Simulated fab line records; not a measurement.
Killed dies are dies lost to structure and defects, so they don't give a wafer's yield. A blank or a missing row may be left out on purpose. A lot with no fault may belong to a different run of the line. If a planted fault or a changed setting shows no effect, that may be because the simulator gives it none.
Which tool did it? | flow sky130 | 11 lots with 33 wafers sampled at 5 steps, on a route of 708 steps

WHAT EACH GAUGE READ, for each wafer
The record lacks any reading of a measuring or inspecting step that a usual standard deviation could be used to judge.

WHAT TOOL EACH LOT RAN ON (gives the tool, then ch and the chambers of the sampled wafers, and finally the start)
lot  | SKY_METAL4_SPUTTER_03        | SKY_CAP2M_SPUTTER_02         | SKY_METAL4_STRIP_19                  | SKY_VIA4_STRIP_13                    | SKY_PAD_OPEN_PROBE_99
L369 | pvd-sputter-03, day 39 23:02 | pvd-sputter-01, day 39 23:11 | plasma-asher-02 ch 0,1, day 42 00:34 | plasma-asher-02 ch 0,1, day 43 00:49 | -
L371 | pvd-sputter-03, day 40 08:04 | pvd-sputter-01, day 40 08:13 | plasma-asher-03 ch 0,1, day 42 08:41 | plasma-asher-04 ch 0,1, day 43 08:35 | -
L373 | pvd-sputter-04, day 40 22:01 | pvd-sputter-01, day 40 22:10 | plasma-asher-03 ch 0,1, day 42 22:28 | plasma-asher-04 ch 0,1, day 43 22:28 | prober-02, day 46 19:38
L374 | pvd-sputter-04, day 41 04:45 | pvd-sputter-03, day 41 04:54 | plasma-asher-03 ch 0,1, day 43 05:17 | plasma-asher-01 ch 0,1, day 44 04:50 | prober-01, day 47 02:16
L381 | pvd-sputter-03, day 43 04:35 | pvd-sputter-04, day 43 04:44 | plasma-asher-02 ch 0,1, day 45 03:17 | plasma-asher-02 ch 0,1, day 46 01:07 | prober-01, day 48 16:19
L382 | pvd-sputter-03, day 43 16:50 | pvd-sputter-01, day 43 16:59 | plasma-asher-01 ch 0,1, day 45 14:59 | plasma-asher-04 ch 0,1, day 46 11:56 | prober-02, day 49 02:35
L383 | pvd-sputter-02, day 43 17:02 | pvd-sputter-04, day 43 17:12 | plasma-asher-02 ch 0,1, day 45 15:02 | plasma-asher-02 ch 1, day 46 12:22   | prober-02, day 49 02:53
L388 | pvd-sputter-04, day 44 22:59 | pvd-sputter-01, day 44 23:08 | plasma-asher-01 ch 0,1, day 46 17:17 | plasma-asher-01 ch 0,1, day 47 14:50 | prober-02, day 50 02:09
L389 | pvd-sputter-03, day 45 05:32 | pvd-sputter-01, day 45 05:41 | plasma-asher-02 ch 0,1, day 46 23:42 | plasma-asher-04 ch 0,1, day 47 20:46 | -
L391 | pvd-sputter-03, day 45 20:29 | pvd-sputter-04, day 45 20:38 | plasma-asher-01 ch 0,1, day 47 13:23 | plasma-asher-01 ch 0,1, day 48 09:56 | prober-01, day 50 19:03
L392 | pvd-sputter-04, day 46 01:40 | pvd-sputter-03, day 46 01:49 | plasma-asher-03 ch 0,1, day 47 17:44 | plasma-asher-01 ch 0,1, day 48 14:55 | -
- SKY_METAL4_SPUTTER_03: material Ti, target thk 5 nm, time 3.3 s.
- SKY_CAP2M_SPUTTER_02: material TiN, target thk 200 nm, time 166.7 s.
- SKY_METAL4_STRIP_19: strips in O2/N2.
- SKY_VIA4_STRIP_13: strips in O2/N2.
- SKY_PAD_OPEN_PROBE_99

WHAT THE TOOLS THEMSELVES READ (means of the sampled wafers that have a number; where no wafer has one, the mark that the record gives instead)
SKY_METAL4_SPUTTER_03.
lot  | tool           | throttle-valve-pct (%)
L369 | pvd-sputter-03 | 29.9
L371 | pvd-sputter-03 | 29.3
L373 | pvd-sputter-04 | 29.9
L374 | pvd-sputter-04 | 30.1
L381 | pvd-sputter-03 | 29.8
L382 | pvd-sputter-03 | 29.6
L383 | pvd-sputter-02 | 30.1
L388 | pvd-sputter-04 | 30.1
L389 | pvd-sputter-03 | 29.2
L391 | pvd-sputter-03 | 29.7
L392 | pvd-sputter-04 | 30.3

SKY_CAP2M_SPUTTER_02.
lot  | tool           | throttle-valve-pct (%)
L369 | pvd-sputter-01 | 28.9
L371 | pvd-sputter-01 | 29.1
L373 | pvd-sputter-01 | 29.6
L374 | pvd-sputter-03 | 29.3
L381 | pvd-sputter-04 | 29.8
L382 | pvd-sputter-01 | 29.2
L383 | pvd-sputter-04 | 30.0
L388 | pvd-sputter-01 | 29.3
L389 | pvd-sputter-01 | 29.8
L391 | pvd-sputter-04 | 29.9
L392 | pvd-sputter-03 | 29.7

SKY_METAL4_STRIP_19.
lot  | tool            | chamber-pressure-mTorr (mTorr) | drypump-motor-current-A (A) | oes-product-au (a.u.) | strip-time-to-endpoint-s (s)
L369 | plasma-asher-02 | 1500.1                         | 5.9                         | 0.502                 | 6.59
L371 | plasma-asher-03 | 1500.2                         | 5.3                         | 0.501                 | 6.48
L373 | plasma-asher-03 | 1501.3                         | 5.2                         | 0.506                 | 6.53
L374 | plasma-asher-03 | 1499.7                         | 5.3                         | 0.501                 | 6.49
L381 | plasma-asher-02 | 1498.8                         | 5.9                         | 0.500                 | 6.54
L382 | plasma-asher-01 | 1500.6                         | 6.0                         | 0.500                 | 6.46
L383 | plasma-asher-02 | 1500.4                         | 5.9                         | 0.498                 | 6.56
L388 | plasma-asher-01 | 1499.4                         | 6.0                         | 0.505                 | 6.58
L389 | plasma-asher-02 | 1500.4                         | 5.9                         | 0.500                 | 6.51
L391 | plasma-asher-01 | 1499.0                         | 6.0                         | 0.504                 | 6.43
L392 | plasma-asher-03 | 1500.9                         | 5.3                         | 0.502                 | 6.51

SKY_VIA4_STRIP_13.
lot  | tool            | chamber-pressure-mTorr (mTorr) | drypump-motor-current-A (A) | oes-product-au (a.u.) | strip-time-to-endpoint-s (s)
L369 | plasma-asher-02 | 1500.9                         | 6.14                        | 0.710                 | 12.806
L371 | plasma-asher-04 | 1501.0                         | 5.78                        | 0.709                 | 12.785
L373 | plasma-asher-04 | 1501.0                         | 5.73                        | 0.711                 | 12.788
L374 | plasma-asher-01 | 1499.3                         | 5.98                        | 0.710                 | 12.801
L381 | plasma-asher-02 | -                              | -                           | -                     | -
L382 | plasma-asher-04 | -                              | -                           | -                     | -
L383 | plasma-asher-02 | -                              | -                           | -                     | -
L388 | plasma-asher-01 | 1500.6                         | 5.98                        | 0.709                 | 12.781
L389 | plasma-asher-04 | 1498.6                         | 5.76                        | 0.708                 | 12.794
L391 | plasma-asher-01 | 1499.5                         | 5.97                        | 0.709                 | 12.794
L392 | plasma-asher-01 | 1500.6                         | 6.05                        | 0.710                 | 12.816

SKY_PAD_OPEN_PROBE_99.
lot  | tool      | defect-limited-yield (%) | killed_at_M0_to_M3 | killed_at_M4_up | killed-at-contacts | killed-at-front-end | killed-at-other | killed-dies | killed-on-rim | killed-open | killed-short | sort_bin_3_pad_short (%) | sort_bin_5_function (%) | sort_bin_6_memory (%) | sort-n-pass | sort-yield-pct (%)
L373 | prober-02 | 80.2                     | 48                 | 3.3             | 29                 | 15                  | 1.0             | 97          | 23            | 50          | 47           | 1.1                      | 11.6                    | 7.0                   | 395         | 80.2
L374 | prober-01 | 82.5                     | 42                 | 3.3             | 28                 | 13                  | 0.0             | 86          | 18            | 44          | 42           | 0.9                      | 10.1                    | 6.5                   | 406         | 82.5
L381 | prober-01 | 0.3                      | 12                 | 470.0           | 6                  | 2                   | 0.3             | 491         | 96            | 13          | 8            | 23.8                     | 73.4                    | 2.6                   | 1           | 0.3
L382 | prober-02 | 0.4                      | 9                  | 474.7           | 3                  | 3                   | 0.0             | 490         | 96            | 9           | 7            | 24.5                     | 71.9                    | 3.2                   | 2           | 0.4
L383 | prober-02 | 0.3                      | 10                 | 472.3           | 6                  | 2                   | 0.0             | 490         | 96            | 9           | 10           | 23.5                     | 72.8                    | 3.3                   | 2           | 0.3
L388 | prober-02 | 83.9                     | 31                 | 2.7             | 29                 | 17                  | 0.3             | 79          | 16            | 44          | 36           | 0.7                      | 9.8                     | 5.6                   | 413         | 83.9
L391 | prober-01 | 81.2                     | 44                 | 2.7             | 25                 | 20                  | 0.0             | 92          | 19            | 51          | 41           | 0.9                      | 11.5                    | 6.4                   | 400         | 81.2

THE ANSWER, worked out from the rows above alone
Rule: what is usual is taken from the lots themselves. Put in order of their means at a reading, lots are off if they are a third of the lots or fewer, leave a main group of 4 or more, and stand apart from it by a gap of 3 or more times the standard deviation of the main group's means; of several such gaps the widest counts. If all means in a main group match to the digits the tables above print for the reading, that group is not used. Also off: a lot with no number at a reading for which 4 or more lots have one. Any other lot the step has rows for is counted as sound. Order of review: gauges by route order, followed by the tools' own readings, for which a lot's mean as printed above is used. At the first step where some lot is off, the reading lying furthest off is the one used; lots without a number count as furthest.
Off at SKY_VIA4_STRIP_13 (chamber-pressure-mTorr): L381, L382, L383. Without a number there: L381, L382, L383. Main group: mean 1500.2 mTorr, sd 0.86.
A tool fits if, at that step or a process step before it, it ran every lot that is off, and no sound lot after the first of them. No candidate that was tried fits.

WHAT HAD BEEN PUT IN BY THE SIMULATOR
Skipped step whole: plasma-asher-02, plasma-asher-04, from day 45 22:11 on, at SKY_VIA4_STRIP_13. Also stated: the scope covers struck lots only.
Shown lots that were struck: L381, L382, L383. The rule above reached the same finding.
